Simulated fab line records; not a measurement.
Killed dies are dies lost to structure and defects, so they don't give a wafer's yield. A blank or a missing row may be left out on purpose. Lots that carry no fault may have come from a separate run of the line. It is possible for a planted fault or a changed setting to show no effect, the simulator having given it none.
Chamber matching    flow gf180mcu    4 sister chambers for GF_POLY_GATE_ETCH_13 on rieSi-02
The step etches poly-Si in HBr/Cl2, stops on SiO2, target depth 198.5 nm, time 69.6 s. 4 wafers are shown with their chamber, then 7 later ones without.

WAFERS, EACH WITH ITS CHAMBER
wafer   chamber  drypumpMotorCurrentA (A)
L840.2  3        5.5
L852.3  1        5.8
L857.1  0        5.4
L857.3  2        5.8

WAFERS MISSING THEIR CHAMBER
wafer   drypumpMotorCurrentA (A)
L857.5  5.4
L859.2  5.4
L859.5  5.4
L859.6  5.8
L861.3  5.7
L861.4  5.4
L861.6  5.8

CHAMBER TAKEN BY EACH
wafer    from the rows above       in truth
L857.5   0                         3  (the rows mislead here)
L859.2   0                         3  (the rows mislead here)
L859.5   0                         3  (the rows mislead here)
L859.6   can't be placed: 1 or 2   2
L861.3   can't be placed: 1 or 2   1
L861.4   0                         0
L861.6   can't be placed: 1 or 2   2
Correctly placed: 1 of 7. From these rows, 3 cannot be placed; in 3 the true chamber is one of the candidates. 3 placed wrongly.
How it was worked out, from the rows above alone: a wafer's distance from a chamber is the root of the sum, over the readings, of the square of ((its reading less the chamber's mean) divided by the reading's scatter). The wafer belongs to the nearest chamber; if the next one is less than 2 further off, it can't be placed. For every chamber, the mean is computed from those of its wafers that are shown. The scatter: with one shown wafer a chamber, the root of the mean of the squares of how far each hidden wafer lies from its nearest shown one.
